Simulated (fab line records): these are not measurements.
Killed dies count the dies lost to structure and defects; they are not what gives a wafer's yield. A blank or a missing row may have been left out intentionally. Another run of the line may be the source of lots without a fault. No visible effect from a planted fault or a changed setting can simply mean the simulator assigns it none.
fab line records    flow sky130
record lots=12  wafers=36  lastDay=50
route steps=708 shown CONTACT@432 METAL1@437 VIA1@458 PAD_OPEN@708
lots that met no fault: taken from a fault-free run of the same line
startH: start of the lot's first displayed wafer, in hours after the record's first day    waitH: time in hours since the lot's previous step    " same as the row above    L1.1+2: several wafers, shown together as one row    - either no value or no given start    * or withheld: withheld    < > ~ a bound
route shown NAME@n: names a module that has steps shown in the file, with the first one's number in the route    usual: mean/standard deviation of fault-free wafers    same: alike in all rows    chamber/n: place in a boat    sites: each site's reading    _std_site: the standard deviation of these    _edge_site: outer sites' mean less inner sites'    radiusMm: for every site, how far away it sits from the centre of the wafer    mask NAME#n: copy n    behind: the most recent tool/chamber to have shaped the wafer    hold: the reason the lot was held/the length of the hold in hours/how it ended    device: transistor that didn't switch, given as n, p or np    end of line: the route-end tests of the same wafers    a step without rows: its recipe alone    killed: dies lost to structure and defects at the first sort, not the wafer's yield    map: a wafer's dies, x killed, . not, _ none there
set.NAME: the setting as run; set.NAME@STEP: as run at that earlier step    model.NAME: the simulator's own value behind a step, which no gauge read
a sample of lots followed through the steps of the route, with each step as a table and each wafer as a row
services: when a tool's chamber went out of use (startH, in hours from the record's first day, below 0 if earlier), for how many hours, and the reason
## steps
# step SKY_CONTACT_THK_MEAS_26
# recipe thkMeasGauge=xrf  reads=W_of_CONTACT_CVD_24
# usual CONTACT_W_THK=352/13
lot.wafer  tool          chamber  startH  waitH  CONTACT_W_THK[nm]
L547.1     filmMetro-03  -        737.71  0.1    335
L547.2     "             -        "       "      353
L547.3     "             -        "       "      333
L548.1     filmMetro-03  -        743.70  0.1    336
L548.2     "             -        "       "      353
L548.6     "             -        "       "      356
L549.3     filmMetro-03  -        760.89  0.1    374
L549.4     "             -        "       "      372
L549.5     "             -        "       "      366
L552.3     filmMetro-02  -        784.73  0.1    341
L552.4     "             -        "       "      358
L552.6     "             -        "       "      335
L555.4     filmMetro-03  -        796.91  0.1    364
L555.5     "             -        "       "      360
L555.6     "             -        "       "      358
L556.2     filmMetro-01  -        806.86  0.1    349
L556.3     "             -        "       "      356
L556.5     "             -        "       "      350
L558.1     filmMetro-02  -        828.40  0.1    349
L558.4     "             -        "       "      359
L558.6     "             -        "       "      349
L561.1     filmMetro-01  -        844.25  0.1    365
L561.4     "             -        "       "      361
L561.6     "             -        "       "      360
L562.1     filmMetro-01  -        849.51  0.1    330
L562.3     "             -        "       "      347
L562.4     "             -        "       "      329
L566.3     filmMetro-01  -        881.91  0.1    356
L566.4     "             -        "       "      338
L566.5     "             -        "       "      340
L567.1     filmMetro-01  -        886.86  0.1    355
L567.3     "             -        "       "      350
L567.6     "             -        "       "      352
L570.1     filmMetro-03  -        906.85  0.1    368
L570.3     "             -        "       "      357
L570.6     "             -        "       "      367
# step SKY_METAL1_SPUTTER_03
# recipe material=Ti  targetThkNm=5  powerW=3000  timeS=3.3  chamberPressurePa=0.4
# usual throttleValvePct=30.2/0.72
lot.wafer  tool           chamber  startH  waitH  throttleValvePct
L547.1     pvdSputter-03  -        738.14  0.0    29.4
L547.2     "              -        "       "      30.2
L547.3     "              -        "       "      30.3
L548.1     pvdSputter-01  -        744.13  0.0    28.5
L548.2     "              -        "       "      31.0
L548.6     "              -        "       "      30.9
L549.3     pvdSputter-04  -        761.30  0.0    30.9
L549.4     "              -        "       "      31.2
L549.5     "              -        "       "      31.3
L552.3     pvdSputter-04  -        785.14  0.0    29.9
L552.4     "              -        "       "      31.2
L552.6     "              -        "       "      30.0
L555.4     pvdSputter-01  -        797.31  0.0    29.2
L555.5     "              -        "       "      30.7
L555.6     "              -        "       "      29.0
L556.2     pvdSputter-04  -        807.28  0.0    31.3
L556.3     "              -        "       "      31.0
L556.5     "              -        "       "      31.2
L558.1     pvdSputter-03  -        828.84  0.0    30.2
L558.4     "              -        "       "      29.4
L558.6     "              -        "       "      30.5
L561.1     pvdSputter-04  -        844.69  0.0    30.0
L561.4     "              -        "       "      31.1
L561.6     "              -        "       "      30.9
L562.1     pvdSputter-03  -        849.95  0.0    30.3
L562.3     "              -        "       "      29.4
L562.4     "              -        "       "      29.6
L566.3     pvdSputter-03  -        882.32  0.0    30.2
L566.4     "              -        "       "      30.1
L566.5     "              -        "       "      29.7
L567.1     pvdSputter-04  -        887.45  0.0    30.3
L567.3     "              -        "       "      30.8
L567.6     "              -        "       "      31.0
L570.1     pvdSputter-03  -        907.28  0.0    29.4
L570.3     "              -        "       "      29.5
L570.6     "              -        "       "      30.2
# step SKY_METAL1_THK_MEAS_06
# recipe thkMeasGauge=xrf  reads=AlCu_of_METAL1_SPUTTER_02
# usual METAL1_ALCU_THK=248/3.3
lot.wafer  tool          chamber  startH  waitH  METAL1_ALCU_THK[nm]
L547.1     filmMetro-01  -        738.33  0.1    255
L547.2     "             -        "       "      249
L547.3     "             -        "       "      251
L548.1     filmMetro-01  -        744.32  0.1    249
L548.2     "             -        "       "      250
L548.6     "             -        "       "      249
L549.3     filmMetro-01  -        761.51  0.1    243
L549.4     "             -        "       "      246
L549.5     "             -        "       "      242
L552.3     filmMetro-04  -        785.35  0.1    245
L552.4     "             -        "       "      243
L552.6     "             -        "       "      246
L555.4     filmMetro-01  -        797.53  0.1    253
L555.5     "             -        "       "      247
L555.6     "             -        "       "      252
L556.2     filmMetro-01  -        807.48  0.1    249
L556.3     "             -        "       "      247
L556.5     "             -        "       "      248
L558.1     filmMetro-04  -        829.02  0.1    250
L558.4     "             -        "       "      252
L558.6     "             -        "       "      247
L561.1     filmMetro-01  -        844.87  0.1    248
L561.4     "             -        "       "      243
L561.6     "             -        "       "      245
L562.1     filmMetro-02  -        850.13  0.1    248
L562.3     "             -        "       "      248
L562.4     "             -        "       "      240
L566.3     filmMetro-02  -        882.53  0.1    253
L566.4     "             -        "       "      246
L566.5     "             -        "       "      246
L567.1     filmMetro-02  -        887.63  0.1    248
L567.3     "             -        "       "      247
L567.6     "             -        "       "      246
L570.1     filmMetro-02  -        907.47  0.1    250
L570.3     "             -        "       "      244
L570.6     "             -        "       "      245
# step SKY_VIA1_HDPCVD_00
# recipe material=SiO2  targetThkNm=1030  sigmaOpenFrac=0.3  timeS=171.7  tempC=400  sih4FlowSccm=60  pressureMtorr=6
# usual sih4FlowSccm=60.00/0.19
lot.wafer  tool       chamber  startH  waitH  sih4FlowSccm
L547.1     hdpcvd-01  0        766.00  0.0    60.12
L547.2     "          1        "       "      60.11
L547.3     "          2        "       "      59.75
L548.1     hdpcvd-02  1        771.35  0.0    59.90
L548.2     "          2        "       "      60.15
L548.6     "          1        "       "      60.21
L549.3     hdpcvd-02  0        789.27  0.0    60.19
L549.4     "          0        "       "      59.98
L549.5     "          1        "       "      60.13
L552.3     hdpcvd-02  0        812.72  0.0    60.28
L552.4     "          2        "       "      59.97
L552.6     "          0        "       "      60.19
L555.4     hdpcvd-02  2        825.22  0.1    60.55
L555.5     "          1        "       "      59.62
L555.6     "          0        "       "      59.99
L556.2     hdpcvd-02  2        835.17  0.0    60.24
L556.3     "          1        "       "      60.02
L556.5     "          0        "       "      90.20
L558.1     hdpcvd-02  1        855.88  0.0    59.97
L558.4     "          0        "       "      90.05
L558.6     "          1        "       "      60.09
L561.1     hdpcvd-01  1        872.02  0.0    60.03
L561.4     "          2        "       "      59.93
L561.6     "          0        "       "      59.85
L562.1     hdpcvd-01  1        876.15  0.0    59.97
L562.3     "          2        "       "      59.88
L562.4     "          2        "       "      59.87
L566.3     hdpcvd-01  2        909.12  0.0    59.96
L566.4     "          1        "       "      60.02
L566.5     "          0        "       "      60.25
L567.1     hdpcvd-02  1        913.96  0.0    60.02
L567.3     "          0        "       "      59.87
L567.6     "          2        "       "      59.79
L570.1     hdpcvd-01  0        932.99  0.0    59.87
L570.3     "          1        "       "      60.08
L570.6     "          0        "       "      59.77
# step SKY_VIA1_THK_MEAS_01
# recipe reads=SiO2_of_VIA1_HDPCVD_00
# usual VIA1_HDPCVD_THK=1032/12
lot.wafer  tool          chamber  startH  waitH  hold                     VIA1_HDPCVD_THK[nm]
L547.1     filmMetro-04  -        766.11  0.1    -                        1024
L547.2     "             -        "       "      -                        1033
L547.3     "             -        "       "      -                        1027
L548.1     filmMetro-02  -        771.47  0.1    -                        1020
L548.2     "             -        "       "      -                        1033
L548.6     "             -        "       "      -                        1017
L549.3     filmMetro-04  -        789.40  0.1    -                        1015
L549.4     "             -        "       "      -                        1018
L549.5     "             -        "       "      -                        1019
L552.3     filmMetro-04  -        812.85  0.1    -                        1042
L552.4     "             -        "       "      -                        1036
L552.6     "             -        "       "      -                        1028
L555.4     filmMetro-04  -        825.30  0.0    -                        1044
L555.5     "             -        "       "      -                        1042
L555.6     "             -        "       "      -                        1042
L556.2     filmMetro-03  -        835.29  0.1    awaitDispo/0.2h/release  1024
L556.3     "             -        "       "      awaitDispo/0.2h/release  1027
L556.5     "             -        "       "      awaitDispo/0.2h/release  1546
L556.2     filmMetro-03  -        835.52  0.2    -                        1024
L556.3     "             -        "       "      -                        1028
L556.5     "             -        "       "      -                        1545
L558.1     filmMetro-04  -        855.99  0.1    awaitDispo/0.2h/release  1027
L558.4     "             -        "       "      awaitDispo/0.2h/release  1538
L558.6     "             -        "       "      awaitDispo/0.2h/release  1028
L558.1     filmMetro-04  -        856.22  0.2    -                        1029
L558.4     "             -        "       "      -                        1537
L558.6     "             -        "       "      -                        1028
L561.1     filmMetro-03  -        872.13  0.1    -                        1041
L561.4     "             -        "       "      -                        1045
L561.6     "             -        "       "      -                        1056
L562.1     filmMetro-04  -        876.27  0.1    -                        1040
L562.3     "             -        "       "      -                        1022
L562.4     "             -        "       "      -                        1011
L566.3     filmMetro-03  -        909.25  0.1    -                        1024
L566.4     "             -        "       "      -                        1051
L566.5     "             -        "       "      -                        1043
L567.1     filmMetro-02  -        914.07  0.1    -                        1011
L567.3     "             -        "       "      -                        1037
L567.6     "             -        "       "      -                        1026
L570.1     filmMetro-03  -        933.10  0.1    -                        1039
L570.3     "             -        "       "      -                        1046
L570.6     "             -        "       "      -                        1054
# step SKY_PAD_OPEN_PROBE_99
# usual defectLimitedYield=82.5/1.7  killed_at_M0_to_M3=42/6.1  killed_at_M4_up=3.1/1.7  killedAtContacts=24/5.5  killedAtFrontEnd=16/4.1  killedAtOther=0.3/0.57  killedDies=86/8.2  killedOpen=47/6.8  killedShort=38/5.8  sort_bin_3_pad_short=0.8/0.42  sort_bin_5_function=10.2/1.3  sort_bin_6_memory=6.4/1  sortNPass=406/8.2  sortYieldPct=82.5/1.7
# same grossDies=492  killedAtBackSide=0  sort_bin_4_leakage[%]=0  sort_bin_8_speed[%]=0
lot.wafer  tool       chamber  startH   waitH  defectLimitedYield[%]  killed_at_M0_to_M3  killed_at_M4_up  killedAtContacts  killedAtFrontEnd  killedAtOther  killedDies  killedOpen  killedShort  sort_bin_3_pad_short[%]  sort_bin_5_function[%]  sort_bin_6_memory[%]  sortNPass  sortYieldPct[%]
L556.2     prober-01  -        1128.04  0.1    84.1                   43                  2                20                13                0              78          46          32           0.8                      9.6                     5.5                   414        84.1
L556.3     prober-01  -        1128.09  0.2    83.1                   47                  3                18                15                0              83          51          32           1.4                      9.6                     5.9                   409        83.1
L556.5     prober-01  -        1128.19  0.2    83.7                   34                  7                27                12                0              80          43          37           1.6                      9.8                     4.9                   412        83.7
# killed by level:class
L556.2 VIA1:geometricParticle:open=8 CONTACT:geometricParticle:open=8 VIA2:geometricParticle:open=7 CONTACT:geometricParticle:short=6 VIA3:geometricParticle:open=6 POLY_GATE:geometricParticle:short=5 METAL1:geometricParticle:short=5 METAL1:geometricParticle:open=5
L556.3 VIA3:geometricParticle:open=11 LI_CONTACT:geometricParticle:open=8 VIA1:geometricParticle:open=8 VIA2:geometricParticle:open=8 CONTACT:geometricParticle:open=6 METAL2:geometricParticle:short=6 FIELD_ISO:geometricParticle:short=5 POLY_GATE:geometricParticle:short=3
L556.5 CONTACT:geometricParticle:open=12 VIA1:geometricParticle:open=12 LI_CONTACT:geometricParticle:open=7 FIELD_ISO:geometricParticle:short=6 METAL1:geometricParticle:short=6 METAL4:geometricParticle:short=5 POLY_GATE:geometricParticle:short=4 LI_CONTACT:geometricParticle:short=4
## services
tool           chamber  startH  hours  kind
pvdSputter-04  -        753.22  3.7    repair
hdpcvd-02      -        764.37  5.5    pm
pvdSputter-03  -        771.79  1.0    repair
pvdSputter-04  0        809.02  -      consumableReplace:kit
pvdSputter-04  0        809.02  18.0   scheduledDown
pvdSputter-04  0        809.02  18.0   ventCycle
hdpcvd-01      -        819.83  14.6   pm
pvdSputter-01  -        840.88  25.9   repair
pvdSputter-01  0        875.30  -      consumableReplace:kit
pvdSputter-01  0        875.30  18.0   scheduledDown
pvdSputter-01  0        875.30  18.0   ventCycle
hdpcvd-01      -        887.43  13.7   repair
hdpcvd-02      -        898.26  0.7    repair
hdpcvd-01      -        901.18  6.0    pm
pvdSputter-03  1        910.93  -      consumableReplace:kit
pvdSputter-03  1        910.93  18.0   scheduledDown
pvdSputter-03  1        910.93  18.0   ventCycle
pvdSputter-03  -        912.59  0.9    repair
pvdSputter-03  -        920.81  3.0    repair
pvdSputter-04  -        921.56  5.2    repair
## key
firstSign step=SKY_VIA1_HDPCVD_00  reading=sih4FlowSccm  direction=up  sigmas=99+  usual=60.00  struck=90.13
effect step=SKY_VIA1_THK_MEAS_01  reading=visit  direction=added
effect step=SKY_VIA1_THK_MEAS_01  reading=VIA1_HDPCVD_THK  direction=up  sigmas=41  usual=1032  struck=1542
metAt SKY_VIA1_HDPCVD_00
struckLots L556,L558
struckWafers L556.5,L558.4
notActingAt SKY_CONTACT_THK_MEAS_26,SKY_METAL1_SPUTTER_03,SKY_METAL1_THK_MEAS_06
onsetBetween 825.22 835.17
fault kind=processParameterDrift  tool=hdpcvd-02  chamber=0  onsetH=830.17  steps=SKY_VIA1_HDPCVD_00  channel=sih4FlowSccm  offset=30  shape=step  endH=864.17  actsIn=theseRecipesOnly  stated=60
